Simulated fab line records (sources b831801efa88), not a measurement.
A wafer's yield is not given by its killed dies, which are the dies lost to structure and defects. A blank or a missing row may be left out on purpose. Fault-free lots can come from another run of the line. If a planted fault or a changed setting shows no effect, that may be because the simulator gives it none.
Which of the tools did it? / flow sky130 / Sampling: 24 lots, 72 wafers, 4 of 708 route steps

## WHAT EACH GAUGE READ, for each wafer
SKY_VIA2_THK_MEAS_23: measures by xrf.
lot=L074; measured=day 36 08:44; on=filmMetro-01; VIA2_W_THK (nm)=425 434 427
lot=L075; measured=day 36 13:32; on=filmMetro-03; VIA2_W_THK (nm)=414 419 417
lot=L076; measured=day 36 22:05; on=filmMetro-01; VIA2_W_THK (nm)=440 434 436
lot=L077; measured=day 37 09:05; on=filmMetro-03; VIA2_W_THK (nm)=429 431 433
lot=L078; measured=day 37 17:01; on=filmMetro-03; VIA2_W_THK (nm)=438 439 437
lot=L079; measured=day 38 06:32; on=filmMetro-01; VIA2_W_THK (nm)=427 432 433
lot=L080; measured=day 38 19:50; on=filmMetro-02; VIA2_W_THK (nm)=428 425 431
lot=L081; measured=day 38 20:49; on=filmMetro-01; VIA2_W_THK (nm)=437 428 430
lot=L083; measured=day 39 07:11; on=filmMetro-01; VIA2_W_THK (nm)=429 430 426
lot=L082; measured=day 39 13:23; on=filmMetro-01; VIA2_W_THK (nm)=432 427 434
lot=L084; measured=day 39 14:32; on=filmMetro-02; VIA2_W_THK (nm)=419 421 424
lot=L086; measured=day 40 05:08; on=filmMetro-02; VIA2_W_THK (nm)=428 426 426
lot=L085; measured=day 40 10:08; on=filmMetro-03; VIA2_W_THK (nm)=424 429 424
lot=L087; measured=day 40 20:40; on=filmMetro-01; VIA2_W_THK (nm)=432 429 426
lot=L088; measured=day 41 01:59; on=filmMetro-02; VIA2_W_THK (nm)=424 421 424
lot=L089; measured=day 41 05:50; on=filmMetro-03; VIA2_W_THK (nm)=411 418 415
lot=L090; measured=day 41 10:35; on=filmMetro-02; VIA2_W_THK (nm)=424 426 418
lot=L091; measured=day 41 14:11; on=filmMetro-02; VIA2_W_THK (nm)=423 426 424
lot=L092; measured=day 42 00:14; on=filmMetro-03; VIA2_W_THK (nm)=432 423 427
lot=L093; measured=day 42 08:34; on=filmMetro-01; VIA2_W_THK (nm)=430 429 432
lot=L094; measured=day 42 12:23; on=filmMetro-02; VIA2_W_THK (nm)=424 424 423
lot=L095; measured=day 43 01:59; on=filmMetro-03; VIA2_W_THK (nm)=429 436 427
lot=L097; measured=day 43 16:04; on=filmMetro-03; VIA2_W_THK (nm)=415 426 431
lot=L096; measured=day 43 16:59; on=filmMetro-01; VIA2_W_THK (nm)=430 431 429

SKY_VIA3_BOW_MEAS_03.
lot=L074; measured=day 38 16:04; on=filmMetro-03; VIA3_BOW (um)=81 84 73
lot=L075; measured=day 38 19:55; on=filmMetro-03; VIA3_BOW (um)=91 86 78
lot=L076; measured=day 39 04:32; on=filmMetro-03; VIA3_BOW (um)=80 92 94
lot=L077; measured=day 39 15:32; on=filmMetro-03; VIA3_BOW (um)=85 77 87
lot=L078; measured=day 39 22:28; on=filmMetro-01; VIA3_BOW (um)=81 87 85
lot=L079; measured=day 40 10:52; on=filmMetro-04; VIA3_BOW (um)=83 89 87
lot=L080; measured=day 41 00:29; on=filmMetro-03; VIA3_BOW (um)=71 64 74
lot=L081; measured=day 41 01:14; on=filmMetro-03; VIA3_BOW (um)=73 89 93
lot=L083; measured=day 41 11:08; on=filmMetro-03; VIA3_BOW (um)=84 100 95
lot=L082; measured=day 41 16:51; on=filmMetro-01; VIA3_BOW (um)=80 81 81
lot=L084; measured=day 41 18:53; on=filmMetro-04; VIA3_BOW (um)=78 75 78
lot=L086; measured=day 42 08:02; on=filmMetro-01; VIA3_BOW (um)=78 89 86
lot=L085; measured=day 42 12:28; on=filmMetro-01; VIA3_BOW (um)=81 73 80
lot=L087; measured=day 42 23:26; on=filmMetro-03; VIA3_BOW (um)=76 77 69
lot=L088; measured=day 43 03:28; on=filmMetro-01; VIA3_BOW (um)=88 96 88
lot=L089; measured=day 43 07:49; on=filmMetro-04; VIA3_BOW (um)=84 81 70
lot=L090; measured=day 43 12:44; on=filmMetro-04; VIA3_BOW (um)=75 76 66
lot=L091; measured=day 43 15:20; on=filmMetro-04; VIA3_BOW (um)=85 75 86
lot=L092; measured=day 44 01:04; on=filmMetro-04; VIA3_BOW (um)=90 80 75
lot=L093; measured=day 44 09:44; on=filmMetro-03; VIA3_BOW (um)=73 69 84
lot=L094; measured=day 44 13:14; on=filmMetro-04; VIA3_BOW (um)=82 82 75
lot=L095; measured=day 45 01:09; on=filmMetro-01; VIA3_BOW (um)=78 81 83
lot=L097; measured=day 45 14:16; on=filmMetro-03; VIA3_BOW (um)=86 92 75
lot=L096; measured=day 45 15:17; on=filmMetro-04; VIA3_BOW (um)=73 92 83

SKY_CAP2M_THK_MEAS_04: measures by xrf.
lot=L074; measured=day 39 19:15; on=filmMetro-04; CAP2M_TIN_THK (nm)=189.4 189.2 190.2
lot=L075; measured=day 39 23:15; on=filmMetro-02; CAP2M_TIN_THK (nm)=191.0 181.8 184.9
lot=L076; measured=day 40 07:38; on=filmMetro-04; CAP2M_TIN_THK (nm)=186.7 188.3 187.3
lot=L077; measured=day 40 18:34; on=filmMetro-04; CAP2M_TIN_THK (nm)=189.6 186.7 188.4
lot=L078; measured=day 41 00:41; on=filmMetro-02; CAP2M_TIN_THK (nm)=187.0 189.8 190.5
lot=L079; measured=day 41 12:12; on=filmMetro-02; CAP2M_TIN_THK (nm)=191.4 190.9 191.7
lot=L080; measured=day 42 03:01; on=filmMetro-02; CAP2M_TIN_THK (nm)=188.2 187.5 187.2
lot=L081; measured=day 42 03:18; on=filmMetro-04; CAP2M_TIN_THK (nm)=190.2 185.5 186.1
lot=L083; measured=day 42 12:53; on=filmMetro-01; CAP2M_TIN_THK (nm)=190.3 188.6 185.1
lot=L082; measured=day 42 19:01; on=filmMetro-04; CAP2M_TIN_THK (nm)=191.5 191.2 190.5
lot=L084; measured=day 42 20:15; on=filmMetro-04; CAP2M_TIN_THK (nm)=189.6 191.3 190.8
lot=L086; measured=day 43 09:19; on=filmMetro-04; CAP2M_TIN_THK (nm)=190.5 188.8 189.4
lot=L085; measured=day 43 14:15; on=filmMetro-04; CAP2M_TIN_THK (nm)=192.2 191.2 194.6
lot=L087; measured=day 44 00:13; on=filmMetro-01; CAP2M_TIN_THK (nm)=187.2 188.5 192.5
lot=L088; measured=day 44 05:11; on=filmMetro-02; CAP2M_TIN_THK (nm)=188.6 184.4 183.8
lot=L089; measured=day 44 09:20; on=filmMetro-02; CAP2M_TIN_THK (nm)=193.4 192.7 193.2
lot=L090; measured=day 44 13:25; on=filmMetro-02; CAP2M_TIN_THK (nm)=192.4 190.5 192.8
lot=L091; measured=day 44 16:14; on=filmMetro-04; CAP2M_TIN_THK (nm)=188.3 191.5 191.7
lot=L092; measured=day 45 01:03; on=filmMetro-01; CAP2M_TIN_THK (nm)=188.0 191.5 189.0
lot=L093; measured=day 45 09:38; on=filmMetro-02; CAP2M_TIN_THK (nm)=191.3 192.3 192.3
lot=L094; measured=day 45 12:39; on=filmMetro-02; CAP2M_TIN_THK (nm)=192.5 189.9 194.1
lot=L095; measured=day 46 00:52; on=filmMetro-04; CAP2M_TIN_THK (nm)=193.1 191.0 194.4
lot=L097; measured=day 46 13:14; on=filmMetro-02; CAP2M_TIN_THK (nm)=189.4 189.2 189.7
lot=L096; measured=day 46 13:54; on=filmMetro-04; CAP2M_TIN_THK (nm)=194.4 192.2 194.3

## EACH LOT AND THE TOOL THAT RAN IT (in order: tool; ch and the chambers of the sampled wafers; start)
lot=L074; SKY_VIA3_CMP_02=cmp-01 ch 1,3, day 38 15:46
lot=L075; SKY_VIA3_CMP_02=cmp-02 ch 0,1, day 38 19:39
lot=L076; SKY_VIA3_CMP_02=cmp-01 ch 0,1,3, day 39 04:13
lot=L077; SKY_VIA3_CMP_02=cmp-01 ch 1,2,3, day 39 15:19
lot=L078; SKY_VIA3_CMP_02=cmp-01 ch 0,1,2, day 39 22:16
lot=L079; SKY_VIA3_CMP_02=cmp-02 ch 1,2, day 40 10:37
lot=L080; SKY_VIA3_CMP_02=cmp-01 ch 0,1,2, day 41 00:14
lot=L081; SKY_VIA3_CMP_02=cmp-02 ch 0,1,2, day 41 00:56
lot=L083; SKY_VIA3_CMP_02=cmp-01 ch 1,2,3, day 41 10:50
lot=L082; SKY_VIA3_CMP_02=cmp-01 ch 0,2, day 41 16:35
lot=L084; SKY_VIA3_CMP_02=cmp-02 ch 0,2,3, day 41 18:38
lot=L086; SKY_VIA3_CMP_02=cmp-02 ch 0,3, day 42 07:44
lot=L085; SKY_VIA3_CMP_02=cmp-01 ch 0,1,3, day 42 12:16
lot=L087; SKY_VIA3_CMP_02=cmp-02 ch 1,2,3, day 42 23:14
lot=L088; SKY_VIA3_CMP_02=cmp-01 ch 0,2, day 43 03:13
lot=L089; SKY_VIA3_CMP_02=cmp-02 ch 0,2,3, day 43 07:30
lot=L090; SKY_VIA3_CMP_02=cmp-02 ch 1,2,3, day 43 12:29
lot=L091; SKY_VIA3_CMP_02=cmp-01 ch 1,2, day 43 15:02
lot=L092; SKY_VIA3_CMP_02=cmp-02 ch 0,1,3, day 44 00:49
lot=L093; SKY_VIA3_CMP_02=cmp-01 ch 0,1,3, day 44 09:26
lot=L094; SKY_VIA3_CMP_02=cmp-02 ch 0,1, day 44 12:56
lot=L095; SKY_VIA3_CMP_02=cmp-02 ch 1,2,3, day 45 00:51
lot=L097; SKY_VIA3_CMP_02=cmp-01 ch 1,3, day 45 13:58
lot=L096; SKY_VIA3_CMP_02=cmp-02 ch 0,1,2, day 45 14:59
- SKY_VIA3_CMP_02: polishes SiO2.

## AS READ BY THE TOOLS THEMSELVES (means over the sampled wafers that have a number; for cases with no such wafer, the mark the record gives instead)
SKY_VIA3_CMP_02.
lot=L074; tool=cmp-01; headPressurePsi (psi)=3.988; motorCurrentA (A)=12.4
lot=L075; tool=cmp-02; headPressurePsi (psi)=3.999; motorCurrentA (A)=12.2
lot=L076; tool=cmp-01; headPressurePsi (psi)=3.998; motorCurrentA (A)=11.2
lot=L077; tool=cmp-01; headPressurePsi (psi)=4.002; motorCurrentA (A)=12.1
lot=L078; tool=cmp-01; headPressurePsi (psi)=3.996; motorCurrentA (A)=11.8
lot=L079; tool=cmp-02; headPressurePsi (psi)=3.997; motorCurrentA (A)=11.1
lot=L080; tool=cmp-01; headPressurePsi (psi)=3.989; motorCurrentA (A)=11.7
lot=L081; tool=cmp-02; headPressurePsi (psi)=3.998; motorCurrentA (A)=11.6
lot=L083; tool=cmp-01; headPressurePsi (psi)=4.010; motorCurrentA (A)=12.3
lot=L082; tool=cmp-01; headPressurePsi (psi)=4.007; motorCurrentA (A)=11.5
lot=L084; tool=cmp-02; headPressurePsi (psi)=4.000; motorCurrentA (A)=11.2
lot=L086; tool=cmp-02; headPressurePsi (psi)=4.001; motorCurrentA (A)=11.2
lot=L085; tool=cmp-01; headPressurePsi (psi)=3.994; motorCurrentA (A)=11.3
lot=L087; tool=cmp-02; headPressurePsi (psi)=4.002; motorCurrentA (A)=10.5
lot=L088; tool=cmp-01; headPressurePsi (psi)=4.004; motorCurrentA (A)=11.1
lot=L089; tool=cmp-02; headPressurePsi (psi)=4.006; motorCurrentA (A)=11.2
lot=L090; tool=cmp-02; headPressurePsi (psi)=3.992; motorCurrentA (A)=10.3
lot=L091; tool=cmp-01; headPressurePsi (psi)=3.999; motorCurrentA (A)=12.2
lot=L092; tool=cmp-02; headPressurePsi (psi)=3.995; motorCurrentA (A)=11.5
lot=L093; tool=cmp-01; headPressurePsi (psi)=4.001; motorCurrentA (A)=10.9
lot=L094; tool=cmp-02; headPressurePsi (psi)=4.008; motorCurrentA (A)=12.6
lot=L095; tool=cmp-02; headPressurePsi (psi)=4.001; motorCurrentA (A)=10.7
lot=L097; tool=cmp-01; headPressurePsi (psi)=4.003; motorCurrentA (A)=11.4
lot=L096; tool=cmp-02; headPressurePsi (psi)=4.005; motorCurrentA (A)=12.1

## THE ANSWER, worked out from the rows above alone
Rule: what is usual is taken from the lots themselves. The widest of any qualifying gaps counts: lots, ordered by their means at a reading, are off when they make up no more than a third of the lots, leave a main group of 4 or more, and stand apart from it by 3 or more times the standard deviation of that group's means. If all means in a main group match to the digits the tables above print for the reading, that group is not used. Also off: a lot with no number at a reading for which 4 or more lots have one. Where the step has rows for the other lots, those lots are counted as sound. Order of review: gauges by route order, followed by the tools' own readings, for which a lot's mean as printed above is used. The first step at which some lot is off is used, and at that step the reading that is off furthest; a lot without a number counts as furthest.
No lot is off at any reading shown: from this, nothing can be told.

## WHAT THE SIMULATOR HAD PUT IN
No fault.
